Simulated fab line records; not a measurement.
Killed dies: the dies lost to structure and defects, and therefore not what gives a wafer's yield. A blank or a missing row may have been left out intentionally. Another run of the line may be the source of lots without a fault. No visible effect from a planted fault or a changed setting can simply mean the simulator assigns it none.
Which tool was responsible? :: flow sky130 :: 72 wafers from 24 lots sampled at 5 of the route's 708 steps

== WHAT THE GAUGES SHOWED, per wafer ==
SKY_FIELD_ISO_THK_MEAS_02. Usual: FIELD_ISO_OXIDATION_00_THK 11.92 nm, standard deviation 0.23.
lot: L074
measured: day 1 12:35
on: film_metro-03
FIELD_ISO_OXIDATION_00_THK (nm): 12.12 12.29 12.15
flag: 

lot: L075
measured: day 1 17:23
on: film_metro-01
FIELD_ISO_OXIDATION_00_THK (nm): 12.06 11.94 11.87
flag: 

lot: L076
measured: day 1 23:04
on: film_metro-03
FIELD_ISO_OXIDATION_00_THK (nm): 11.93 12.06 11.87
flag: 

lot: L077
measured: day 2 03:29
on: film_metro-02
FIELD_ISO_OXIDATION_00_THK (nm): 11.85 11.96 11.89
flag: 

lot: L078
measured: day 2 07:38
on: film_metro-02
FIELD_ISO_OXIDATION_00_THK (nm): 11.69 11.91 11.66
flag: 

lot: L079
measured: day 2 13:58
on: film_metro-01
FIELD_ISO_OXIDATION_00_THK (nm): 11.84 11.80 12.02
flag: 

lot: L080
measured: day 2 18:25
on: film_metro-03
FIELD_ISO_OXIDATION_00_THK (nm): 11.99 11.99 12.16
flag: 

lot: L081
measured: day 2 23:43
on: film_metro-03
FIELD_ISO_OXIDATION_00_THK (nm): 11.67 11.85 11.60
flag: 

lot: L082
measured: day 3 03:38
on: film_metro-02
FIELD_ISO_OXIDATION_00_THK (nm): 11.87 11.78 11.93
flag: 

lot: L083
measured: day 3 11:05
on: film_metro-03
FIELD_ISO_OXIDATION_00_THK (nm): 12.07 12.20 11.96
flag: 

lot: L084
measured: day 3 14:28
on: film_metro-03
FIELD_ISO_OXIDATION_00_THK (nm): 11.34 11.63 11.49
flag: 

lot: L085
measured: day 3 21:47
on: film_metro-03
FIELD_ISO_OXIDATION_00_THK (nm): 12.23 12.32 12.21
flag: 

lot: L086
measured: day 4 01:53
on: film_metro-02
FIELD_ISO_OXIDATION_00_THK (nm): 12.08 12.01 12.25
flag: 

lot: L087
measured: day 4 08:21
on: film_metro-01
FIELD_ISO_OXIDATION_00_THK (nm): 11.41 11.67 11.74
flag: 

lot: L088
measured: day 4 12:26
on: film_metro-02
FIELD_ISO_OXIDATION_00_THK (nm): 11.83 11.95 11.89
flag: 

lot: L089
measured: day 4 15:08
on: film_metro-03
FIELD_ISO_OXIDATION_00_THK (nm): 12.05 11.92 11.96
flag: 

lot: L090
measured: day 4 21:38
on: film_metro-01
FIELD_ISO_OXIDATION_00_THK (nm): 12.36 12.31 12.49
flag: 

lot: L091
measured: day 5 00:38
on: film_metro-02
FIELD_ISO_OXIDATION_00_THK (nm): 11.74 11.63 11.70
flag: 

lot: L092
measured: day 5 05:38
on: film_metro-02
FIELD_ISO_OXIDATION_00_THK (nm): 11.77 11.53 11.71
flag: 

lot: L093
measured: day 5 11:20
on: film_metro-01
FIELD_ISO_OXIDATION_00_THK (nm): 11.71 11.85 11.92
flag: 

lot: L094
measured: day 5 17:07
on: film_metro-03
FIELD_ISO_OXIDATION_00_THK (nm): 12.05 11.97 11.87
flag: 

lot: L095
measured: day 5 21:12
on: film_metro-02
FIELD_ISO_OXIDATION_00_THK (nm): 12.17 12.09 11.86
flag: 

lot: L096
measured: day 6 02:49
on: film_metro-01
FIELD_ISO_OXIDATION_00_THK (nm): 11.97 11.70 11.83
flag: 

lot: L097
measured: day 6 08:39
on: film_metro-02
FIELD_ISO_OXIDATION_00_THK (nm): 12.15 12.18 11.98
flag: 

SKY_SONOS_TUNNEL_OVL_MEAS_08. Usual: SONOS_TUNNEL_OVL 0.6 nm, standard deviation 1.2.
lot: L074
measured: day 11 04:34
on: overlay-01
SONOS_TUNNEL_OVL (nm): -0.5 0.2 -0.2
flag: 

lot: L075
measured: day 11 12:54
on: overlay-02
SONOS_TUNNEL_OVL (nm): 2.7 2.0 1.0
flag: 

lot: L076
measured: day 11 15:49
on: overlay-01
SONOS_TUNNEL_OVL (nm): 1.3 1.3 0.2
flag: 

lot: L077
measured: day 12 02:58
on: overlay-02
SONOS_TUNNEL_OVL (nm): -0.2 0.5 0.4
flag: 

lot: L078
measured: day 12 14:33
on: overlay-01
SONOS_TUNNEL_OVL (nm): -1.5 -1.4 -1.6
flag: 

lot: L079
measured: day 13 03:39
on: overlay-01
SONOS_TUNNEL_OVL (nm): 0.5 0.9 3.0
flag: 

lot: L080
measured: day 13 09:00
on: overlay-02
SONOS_TUNNEL_OVL (nm): -1.1 -0.7 -1.2
flag: 

lot: L081
measured: day 13 20:48
on: overlay-01
SONOS_TUNNEL_OVL (nm): 1.3 1.7 2.5
flag: 

lot: L082
measured: day 14 03:49
on: overlay-01
SONOS_TUNNEL_OVL (nm): 0.3 0.4 1.2
flag: 

lot: L083
measured: day 14 14:25
on: overlay-02
SONOS_TUNNEL_OVL (nm): 1.3 2.1 1.9
flag: 

lot: L084
measured: day 14 16:55
on: overlay-01
SONOS_TUNNEL_OVL (nm): 1.4 1.3 -0.6
flag: 

lot: L085
measured: day 15 03:51
on: overlay-02
SONOS_TUNNEL_OVL (nm): 0.2 0.5 -0.2
flag: 

lot: L086
measured: day 15 10:21
on: overlay-02
SONOS_TUNNEL_OVL (nm): 2.1 2.3 -0.5
flag: 

lot: L087
measured: day 15 12:12
on: overlay-02
SONOS_TUNNEL_OVL (nm): 0.9 -0.8 0.1
flag: 

lot: L088
measured: day 15 20:45
on: overlay-01
SONOS_TUNNEL_OVL (nm): 1.0 1.2 2.2
flag: 

lot: L089
measured: day 16 02:40
on: overlay-02
SONOS_TUNNEL_OVL (nm): 0.6 -0.5 -0.3
flag: 

lot: L090
measured: day 16 12:19
on: overlay-01
SONOS_TUNNEL_OVL (nm): 0.0 1.4 0.5
flag: 

lot: L091
measured: day 16 20:06
on: overlay-01
SONOS_TUNNEL_OVL (nm): -1.3 -0.7 0.5
flag: 

lot: L092
measured: day 17 02:06
on: overlay-02
SONOS_TUNNEL_OVL (nm): -0.5 0.1 -0.3
flag: 

lot: L093
measured: day 17 14:08
on: overlay-02
SONOS_TUNNEL_OVL (nm): 1.4 1.2 -0.1
flag: 

lot: L094
measured: day 18 03:57
on: overlay-02
SONOS_TUNNEL_OVL (nm): 2.7 3.7 2.0
flag: 

lot: L095
measured: day 18 05:55
on: overlay-02
SONOS_TUNNEL_OVL (nm): 2.5 1.7 -0.7
flag: 

lot: L096
measured: day 18 08:58
on: overlay-02
SONOS_TUNNEL_OVL (nm): 0.0 -1.8 0.0
flag: 

lot: L097
measured: day 18 23:37
on: overlay-02
SONOS_TUNNEL_OVL (nm): 0.1 -0.2 1.3
flag: 

SKY_GATE_OXIDE_THK_MEAS_02. Usual: GATE_OXIDE_OXIDATION_00_THK 9.51 nm, standard deviation 0.19.
lot: L074
measured: day 12 16:34
on: film_metro-04
GATE_OXIDE_OXIDATION_00_THK (nm): 9.76 9.75 9.60
flag: 

lot: L075
measured: day 13 00:39
on: film_metro-02
GATE_OXIDE_OXIDATION_00_THK (nm): 9.64 9.56 9.73
flag: 

lot: L076
measured: day 13 02:04
on: film_metro-03
GATE_OXIDE_OXIDATION_00_THK (nm): 9.46 9.32 9.19
flag: 

lot: L077
measured: day 13 17:25
on: film_metro-03
GATE_OXIDE_OXIDATION_00_THK (nm): 9.62 9.41 9.36
flag: 

lot: L078
measured: day 14 03:14
on: film_metro-04
GATE_OXIDE_OXIDATION_00_THK (nm): 9.41 9.34 9.37
flag: 

lot: L079
measured: day 14 13:20
on: film_metro-04
GATE_OXIDE_OXIDATION_00_THK (nm): 9.63 9.63 9.68
flag: 

lot: L080
measured: day 14 17:41
on: film_metro-02
GATE_OXIDE_OXIDATION_00_THK (nm): 9.46 9.22 9.33
flag: 

lot: L081
measured: day 16 00:31
on: film_metro-04
GATE_OXIDE_OXIDATION_00_THK (nm): 9.63 9.70 9.62
flag: 

lot: L082
measured: day 16 00:31
on: film_metro-03
GATE_OXIDE_OXIDATION_00_THK (nm): 9.49 9.50 9.58
flag: 

lot: L083
measured: day 16 03:10
on: film_metro-04
GATE_OXIDE_OXIDATION_00_THK (nm): 9.62 9.73 9.67
flag: 

lot: L084
measured: day 16 04:35
on: film_metro-03
GATE_OXIDE_OXIDATION_00_THK (nm): 9.75 9.72 9.67
flag: 

lot: L085
measured: day 16 18:32
on: film_metro-02
GATE_OXIDE_OXIDATION_00_THK (nm): 9.68 9.65 9.48
flag: 

lot: L086
measured: day 16 23:19
on: film_metro-02
GATE_OXIDE_OXIDATION_00_THK (nm): 9.80 9.48 9.80
flag: 

lot: L087
measured: day 17 01:47
on: film_metro-02
GATE_OXIDE_OXIDATION_00_THK (nm): 9.45 9.47 9.30
flag: 

lot: L088
measured: day 17 10:34
on: film_metro-04
GATE_OXIDE_OXIDATION_00_THK (nm): 9.51 9.51 9.53
flag: 

lot: L089
measured: day 17 16:09
on: film_metro-04
GATE_OXIDE_OXIDATION_00_THK (nm): 9.46 9.43 9.55
flag: 

lot: L090
measured: day 18 00:21
on: film_metro-03
GATE_OXIDE_OXIDATION_00_THK (nm): 9.85 9.74 9.62
flag: 

lot: L091
measured: day 18 13:16
on: film_metro-03
GATE_OXIDE_OXIDATION_00_THK (nm): 9.15 9.09 9.05
flag: 

lot: L092
measured: day 18 17:41
on: film_metro-04
GATE_OXIDE_OXIDATION_00_THK (nm): 9.40 9.46 9.45
flag: 

lot: L093
measured: day 19 04:04
on: film_metro-03
GATE_OXIDE_OXIDATION_00_THK (nm): 9.40 9.63 9.66
flag: 

lot: L094
measured: day 19 17:28
on: film_metro-02
GATE_OXIDE_OXIDATION_00_THK (nm): 9.42 9.44 9.30
flag: 

lot: L095
measured: day 19 20:49
on: film_metro-04
GATE_OXIDE_OXIDATION_00_THK (nm): 9.63 9.58 9.58
flag: 

lot: L096
measured: day 20 02:20
on: film_metro-04
GATE_OXIDE_OXIDATION_00_THK (nm): 9.45 9.60 9.38
flag: 

lot: L097
measured: day 20 15:29
on: film_metro-04
GATE_OXIDE_OXIDATION_00_THK (nm): 9.34 9.38 9.19
flag: 

SKY_VIA1_THK_MEAS_01. Usual: VIA1_HDPCVD_THK 1030 nm, standard deviation 12.
lot: L074
measured: day 32 17:00
on: film_metro-04
VIA1_HDPCVD_THK (nm): 1062 1041 1028
flag: 

lot: L075
measured: day 32 22:38
on: film_metro-01
VIA1_HDPCVD_THK (nm): 1028 1021 1039
flag: 

lot: L076
measured: day 32 23:20
on: film_metro-01
VIA1_HDPCVD_THK (nm): 1062 1050 1036
flag: 

lot: L077
measured: day 33 19:32
on: film_metro-02
VIA1_HDPCVD_THK (nm): 1045 1045 1048
flag: 

lot: L078
measured: day 33 21:56
on: film_metro-04
VIA1_HDPCVD_THK (nm): 1034 1039 1049
flag: 

lot: L079
measured: day 34 19:55
on: film_metro-01
VIA1_HDPCVD_THK (nm): 1020 1010 1017
flag: 

lot: L080
measured: day 34 21:28
on: film_metro-01
VIA1_HDPCVD_THK (nm): 1016 1028 1022
flag: 

lot: L081
measured: day 36 05:11
on: film_metro-02
VIA1_HDPCVD_THK (nm): 1015 1025 1029
flag: 

lot: L082
measured: day 36 02:36
on: film_metro-01
VIA1_HDPCVD_THK (nm): 1021 1026 1012
flag: 

lot: L083
measured: day 36 06:29
on: film_metro-01
VIA1_HDPCVD_THK (nm): 1020 1038 1029
flag: 

lot: L084
measured: day 36 05:44
on: film_metro-01
VIA1_HDPCVD_THK (nm): 1023 1032 1021
flag: 

lot: L085
measured: day 36 11:53
on: film_metro-01
VIA1_HDPCVD_THK (nm): 1035 1027 1031
flag: 

lot: L086
measured: day 36 19:12
on: film_metro-04
VIA1_HDPCVD_THK (nm): 1004 1004 1023
flag: 

lot: L087
measured: day 36 23:08
on: film_metro-01
VIA1_HDPCVD_THK (nm): 1030 1032 1014
flag: 

lot: L088
measured: day 37 05:04
on: film_metro-01
VIA1_HDPCVD_THK (nm): 1047 1041 1042
flag: 

lot: L089
measured: day 37 10:42
on: film_metro-01
VIA1_HDPCVD_THK (nm): 1038 1042 1023
flag: 

lot: L090
measured: day 37 11:11
on: film_metro-04
VIA1_HDPCVD_THK (nm): 1027 1037 1011
flag: 

lot: L091
measured: day 38 05:29
on: film_metro-02
VIA1_HDPCVD_THK (nm): 1031 1018 1040
flag: 

lot: L092
measured: day 38 06:08
on: film_metro-01
VIA1_HDPCVD_THK (nm): 1011 1027 1017
flag: 

lot: L093
measured: day 38 15:20
on: film_metro-04
VIA1_HDPCVD_THK (nm): 1027 1041 1034
flag: 

lot: L094
measured: day 39 02:38
on: film_metro-02
VIA1_HDPCVD_THK (nm): 1044 1019 1046
flag: 

lot: L095
measured: day 39 04:17
on: film_metro-01
VIA1_HDPCVD_THK (nm): 1025 1027 1023
flag: 

lot: L096
measured: day 39 06:45
on: film_metro-01
VIA1_HDPCVD_THK (nm): 1044 1047 1037
flag: 

lot: L097
measured: day 39 19:14
on: film_metro-01
VIA1_HDPCVD_THK (nm): 1018 1021 1007
flag: 

== WHAT TOOL EACH LOT RAN ON (gives the tool, then ch and the chambers of the sampled wafers, and finally the start) ==
lot: L074
SKY_LI_CONTACT_ETCH_15: rie_diel-04 ch 1,2,3, day 28 21:17

lot: L075
SKY_LI_CONTACT_ETCH_15: rie_diel-02 ch 0,1,3, day 29 10:08

lot: L076
SKY_LI_CONTACT_ETCH_15: rie_diel-04 ch 2,3, day 29 11:14

lot: L077
SKY_LI_CONTACT_ETCH_15: rie_diel-01 ch 0,2,3, day 30 00:53

lot: L078
SKY_LI_CONTACT_ETCH_15: rie_diel-02 ch 0,2, day 30 07:13

lot: L079
SKY_LI_CONTACT_ETCH_15: rie_diel-01 ch 0,1,2, day 31 08:14

lot: L080
SKY_LI_CONTACT_ETCH_15: rie_diel-02 ch 1,2, day 31 09:17

lot: L081
SKY_LI_CONTACT_ETCH_15: rie_diel-02 ch 1,2, day 32 16:26

lot: L082
SKY_LI_CONTACT_ETCH_15: rie_diel-04 ch 0,2,3, day 32 14:32

lot: L083
SKY_LI_CONTACT_ETCH_15: rie_diel-04 ch 1,2,3, day 32 17:53

lot: L084
SKY_LI_CONTACT_ETCH_15: rie_diel-01 ch 0,3, day 32 17:20

lot: L085
SKY_LI_CONTACT_ETCH_15: rie_diel-04 ch 1,2,3, day 32 22:41

lot: L086
SKY_LI_CONTACT_ETCH_15: rie_diel-01 ch 0,2,3, day 33 06:47

lot: L087
SKY_LI_CONTACT_ETCH_15: rie_diel-02 ch 1,2, day 33 11:26

lot: L088
SKY_LI_CONTACT_ETCH_15: rie_diel-02 ch 0,1,3, day 33 17:08

lot: L089
SKY_LI_CONTACT_ETCH_15: rie_diel-01 ch 0,2,3, day 33 22:29

lot: L090
SKY_LI_CONTACT_ETCH_15: rie_diel-04 ch 2,3, day 33 23:17

lot: L091
SKY_LI_CONTACT_ETCH_15: rie_diel-04 ch 0,1,2, day 34 17:44

lot: L092
SKY_LI_CONTACT_ETCH_15: rie_diel-02 ch 0,1,2, day 34 19:11

lot: L093
SKY_LI_CONTACT_ETCH_15: rie_diel-02 ch 0,2, day 35 04:26

lot: L094
SKY_LI_CONTACT_ETCH_15: rie_diel-01 ch 0,1,3, day 35 17:11

lot: L095
SKY_LI_CONTACT_ETCH_15: rie_diel-04 ch 2,3, day 35 18:17

lot: L096
SKY_LI_CONTACT_ETCH_15: rie_diel-02 ch 1,2,3, day 35 20:44

lot: L097
SKY_LI_CONTACT_ETCH_15: rie_diel-02 ch 0,1,3, day 36 08:35
- SKY_LI_CONTACT_ETCH_15: etches PSG in C4F8/O2/Ar, stops on Si, target depth 600 nm.

== AS READ BY THE TOOLS THEMSELVES (means over the sampled wafers that have a number; for cases with no such wafer, the mark the record gives instead) ==
SKY_LI_CONTACT_ETCH_15. Usual: 0.837 a.u. for oes_product_au, sd 0.0048.
lot: L074
tool: rie_diel-04
oes_product_au (a.u.): 0.842
flag: 

lot: L075
tool: rie_diel-02
oes_product_au (a.u.): 0.838
flag: 

lot: L076
tool: rie_diel-04
oes_product_au (a.u.): 0.840
flag: 

lot: L077
tool: rie_diel-01
oes_product_au (a.u.): 0.836
flag: 

lot: L078
tool: rie_diel-02
oes_product_au (a.u.): 0.836
flag: 

lot: L079
tool: rie_diel-01
oes_product_au (a.u.): 0.839
flag: 

lot: L080
tool: rie_diel-02
oes_product_au (a.u.): 0.841
flag: 

lot: L081
tool: rie_diel-02
oes_product_au (a.u.): 0.836
flag: 

lot: L082
tool: rie_diel-04
oes_product_au (a.u.): 0.833
flag: 

lot: L083
tool: rie_diel-04
oes_product_au (a.u.): 0.837
flag: 

lot: L084
tool: rie_diel-01
oes_product_au (a.u.): 0.836
flag: 

lot: L085
tool: rie_diel-04
oes_product_au (a.u.): 0.836
flag: 

lot: L086
tool: rie_diel-01
oes_product_au (a.u.): 0.836
flag: 

lot: L087
tool: rie_diel-02
oes_product_au (a.u.): 0.833
flag: 

lot: L088
tool: rie_diel-02
oes_product_au (a.u.): 0.830
flag: 

lot: L089
tool: rie_diel-01
oes_product_au (a.u.): 0.842
flag: 

lot: L090
tool: rie_diel-04
oes_product_au (a.u.): 0.840
flag: 

lot: L091
tool: rie_diel-04
oes_product_au (a.u.): 0.834
flag: 

lot: L092
tool: rie_diel-02
oes_product_au (a.u.): 0.835
flag: 

lot: L093
tool: rie_diel-02
oes_product_au (a.u.): 0.837
flag: 

lot: L094
tool: rie_diel-01
oes_product_au (a.u.): 0.840
flag: 

lot: L095
tool: rie_diel-04
oes_product_au (a.u.): 0.834
flag: 

lot: L096
tool: rie_diel-02
oes_product_au (a.u.): 0.837
flag: 

lot: L097
tool: rie_diel-02
oes_product_au (a.u.): 0.834
flag: 

== THE ANSWER, worked out from the rows above alone ==
Rule: a lot counts as off when the mean over its wafers that have a number is more than 3 standard deviations away from the usual mean. Also off: a lot with no number at a reading for which 4 or more lots have one. Where the step has rows for the other lots, those lots are counted as sound. Order of review: gauges by route order, followed by the tools' own readings, for which a lot's mean as printed above is used. At the first step where some lot is off, the reading lying furthest off is the one used; lots without a number count as furthest.
None of the lots is off at any reading shown; this tells nothing.

== WHAT THE SIMULATOR HAD PUT IN ==
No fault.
